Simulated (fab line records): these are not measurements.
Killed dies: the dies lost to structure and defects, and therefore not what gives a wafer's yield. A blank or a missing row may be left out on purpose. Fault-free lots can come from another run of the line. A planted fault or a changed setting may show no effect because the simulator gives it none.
Chamber matching -- flow gf180mcu -- hdpcvd-02 running GF_V1_CVD_00: 3 sister chambers
The step deposits SiO2, target thk 600 nm, time 100 s. 14 wafers are shown with their chamber, then 6 later ones without.

== WAFERS WITH THEIR CHAMBER ==
wafer,chamber,sih4_flow_sccm (sccm)
L573.2,1,59.89
L573.4,0,59.93
L573.6,2,59.91
L576.1,0,60.28
L576.4,0,60.08
L576.6,1,60.46
L583.1,2,60.08
L583.3,0,60.19
L583.5,1,60.30
L585.3,0,59.80
L585.5,0,60.16
L593.2,0,60.11
L593.4,0,60.44
L593.5,1,59.86

SIGNATURES (averages over the wafers above)
reading,chamber 0,chamber 1,chamber 2,scatter within a chamber
sih4_flow_sccm,60.1238,60.1275,59.9950,0.225
Rule: distance of a wafer from a chamber = root of the sum over the readings of ((wafer's reading minus chamber's mean) / reading's scatter) squared. The wafer belongs to the nearest chamber; if the next one is less than 2 further off, it can't be placed. The scatter: take each reading less its chamber's mean, square it, sum over the shown wafers, divide by the number of wafers less the number of chambers, and take the root.

== WAFERS WITHOUT THEIR CHAMBER ==
wafer,sih4_flow_sccm (sccm)
L595.4,60.25
L595.5,59.96
L595.6,59.94
L596.1,59.95
L596.3,59.94
L596.5,60.05

== EACH ONE'S CHAMBER ==
wafer,from the rows above,in truth
L595.4,can't be placed: 1 or 0 or 2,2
L595.5,can't be placed: 2 or 0 or 1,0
L595.6,can't be placed: 2 or 0 or 1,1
L596.1,can't be placed: 2 or 0 or 1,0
L596.3,can't be placed: 2 or 0 or 1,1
L596.5,can't be placed: 2 or 0 or 1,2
Correctly placed: 0 of 6. These rows do not allow placing 6 (true chamber among the candidates in 6). 0 placed wrongly.
